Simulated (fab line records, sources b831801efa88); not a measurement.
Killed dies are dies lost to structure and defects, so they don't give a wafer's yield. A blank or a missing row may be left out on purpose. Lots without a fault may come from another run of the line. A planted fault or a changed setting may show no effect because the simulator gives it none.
A struck lot beside a sound one | flow sfq_line | 14 steps out of a route of 325
Sound: wafers L359.2, L359.3, L359.4. Struck: wafers L366.2, L366.6. (L366.3 of the same lot was not struck and is left out.) The cause comes at the end.
At each step with rows: each side's tool, then ch and its chambers, then its first start. Under that, the readings that differ: sound wafers | struck wafers | difference of the means | sigmas: that difference in standard deviations of wafers without a fault.
alike: readings whose means differ by less than 2 such deviations, and words and numbers that are the same on both sides. not compared: withheld readings, readings that some wafer has no value for, bounds like >300 that may hide the same value, and numbers for which the record gives no deviation and whose values overlap.
The two part at a step that has a row with sigmas, a row that says differs or no value, or rows on one side only. Numbers that don't overlap but have no deviation are shown without sigmas and don't part them. A reading that every wafer of one side lacks parts them only if that side has two wafers or more.

first, 2 steps without rows for these wafers: SFQ_TRILAYER_I3_VIA_STRIP_SOLV_CLEAN_090 (cleans in NMP, time 600 s); SFQ_TRILAYER_M4_DEP_PRE_CLEAN_092 (time 22.5 s).
SFQ_TRILAYER_M4_DEP_SPUTTER_091: material Nb, target thk 200 nm, time 133.3 s.
  sound on pvd_sputter-06, day 31 10:16; struck on pvd_sputter-05, day 40 15:44
  alike: throttle_valve_pct
SFQ_M4_RS_MEAS_924: measures by four-point-probe.
  sound on film_metro-04, day 31 10:23; struck on film_metro-01, day 40 15:51
  reading           | sound             | struck      | difference | sigmas
  M4_NB_RS (ohm/sq) | 0.903 0.892 0.897 | 0.877 0.871 | -0.023     | -3
then, 6 steps without rows for these wafers: SFQ_TRILAYER_M4_LITHO_COAT_098 (resist thk 62 nm); SFQ_TRILAYER_M4_LITHO_COAT_093 (resist thk 600 nm); SFQ_TRILAYER_M4_LITHO_SOFTBAKE_097; SFQ_TRILAYER_M4_LITHO_EXPOSE_094 (exposes mask M4, target cd 500 nm); SFQ_TRILAYER_M4_LITHO_PEB_096 (peb time 60 s); SFQ_TRILAYER_M4_LITHO_DEVELOP_095 (time 60 s).
-- the record jumps here: 6 days lie between the struck wafers' starts before and after --
SFQ_M4_OVL_MEAS_926:
  sound on overlay-02, day 36 23:02; struck on overlay-02, day 46 23:29
  alike: M4_OVL
SFQ_TRILAYER_M4_BARC_OPEN_METAL_ETCH_123: etches BARC in O2, target depth 125 nm, time 41.7 s.
  sound on rie_metal-01 ch 0,1, day 36 23:04; struck on rie_metal-04 ch 0, day 46 23:31
  reading                                             | sound             | struck      | difference | sigmas
  rf_fwd_power_W (W)                                  | 591.8 595.9 594.9 | 693.3 690.6 | +97.8      | +38
  model.KrF_of_TRILAYER_M4_LITHO_COAT_093.thk_nm (nm) | 519.8 522.3 519.8 | 514.8 514.3 | -6.1       |
  alike: drypump_motor_current_A, oes_product_au
  not compared: rf_hours_counter_h
SFQ_TRILAYER_M4_ETCH_METAL_ETCH_096: etches Nb in Cl2/Ar, stops on SiO2, target depth 240 nm, time 120 s.
  sound on rie_metal-01 ch 0,1, day 36 23:07; struck on rie_metal-04 ch 0, day 46 23:35
  reading                                             | sound           | struck      | difference | sigmas
  model.KrF_of_TRILAYER_M4_LITHO_COAT_093.thk_nm (nm) | 379.1 380.7 380 | 371.3 370.8 | -8.9       |
  alike: drypump_motor_current_A, oes_product_au, rf_fwd_power_W
  not compared: rf_hours_counter_h
SFQ_TRILAYER_M4_STRIP_STRIP_097: strips in O2.
  sound on rie_metal-01 ch 0,1, day 36 23:15; struck on rie_metal-04 ch 0, day 46 23:42
  alike: drypump_motor_current_A, oes_product_au
  not compared: rf_hours_counter_h

WHERE THEY PART
First at SFQ_M4_RS_MEAS_924; last, within this record, at SFQ_TRILAYER_M4_BARC_OPEN_METAL_ETCH_123. Later steps at which nothing parts them and some readings are alike: SFQ_TRILAYER_M4_ETCH_METAL_ETCH_096, SFQ_TRILAYER_M4_STRIP_STRIP_097.

WHY: what the simulator had put in
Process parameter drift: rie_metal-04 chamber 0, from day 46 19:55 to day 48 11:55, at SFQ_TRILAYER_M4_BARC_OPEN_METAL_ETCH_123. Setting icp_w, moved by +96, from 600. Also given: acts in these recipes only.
